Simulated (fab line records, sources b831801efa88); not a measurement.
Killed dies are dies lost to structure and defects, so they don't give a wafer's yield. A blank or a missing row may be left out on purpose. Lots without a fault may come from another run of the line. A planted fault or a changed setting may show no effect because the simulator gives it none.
Chamber matching | flow gf180mcu | GF_M5_ETCH_09 on rie_diel-01: 4 sister chambers
The step etches Si3N4 in CF4/O2, target depth 52 nm, time 11.6 s. 8 wafers are shown with their chamber, then 12 later ones without.

WAFERS WITH THEIR CHAMBER
wafer  | chamber | rf_fwd_power_W (W) | oes_product_au (a.u.)
L085.2 | 2       | 792                | 0.993
L085.6 | 1       | 790                | 0.991
L088.2 | 1       | 785                | 1.007
L088.4 | 0       | 781                | 1.009
L088.5 | 3       | 781                | 1.001
L090.2 | 0       | 786                | 1.006
L090.3 | 3       | 780                | 0.998
L090.5 | 2       | 796                | 1.010

WAFERS WITHOUT THEIR CHAMBER
wafer  | rf_fwd_power_W (W) | oes_product_au (a.u.)
L091.1 | 779                | 1.007
L091.4 | 790                | 0.993
L091.5 | 780                | 1.002
L093.2 | 780                | 0.995
L093.4 | 784                | 0.994
L093.5 | 780                | 1.004
L094.2 | 786                | 1.001
L094.3 | 777                | 0.994
L094.5 | 776                | 1.002
L097.4 | 783                | 0.993
L097.5 | 781                | 0.991
L097.6 | 779                | 0.995

WHICH CHAMBER EACH WENT THROUGH
wafer  | from the rows above          | in truth
L091.1 | can't be placed: 3 or 0      | 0
L091.4 | can't be placed: 1 or 2 or 0 | 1
L091.5 | can't be placed: 3 or 0      | 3
L093.2 | can't be placed: 3 or 0      | 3
L093.4 | can't be placed: 1 or 3 or 0 | 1
L093.5 | can't be placed: 3 or 0      | 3
L094.2 | can't be placed: 1 or 0 or 3 | 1
L094.3 | can't be placed: 3 or 0      | 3
L094.5 | can't be placed: 3 or 0      | 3
L097.4 | can't be placed: 3 or 1 or 0 | 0
L097.5 | can't be placed: 3 or 0 or 1 | 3
L097.6 | can't be placed: 3 or 0      | 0
Placed correctly: 0 of 12. Can't be placed from these rows: 12 (the true chamber is among the candidates in 12). Placed wrongly: 0.
How it was worked out, from the rows above alone: a wafer's distance from a chamber is the root of the sum, over the readings, of the square of ((its reading less the chamber's mean) divided by the reading's scatter). The wafer belongs to the nearest chamber; if the next one is less than 2 further off, it can't be placed. A chamber's mean is the mean of its shown wafers. The scatter: the root of (the sum of the squares of (reading less its chamber's mean) over the shown wafers, divided by (wafers less chambers)).
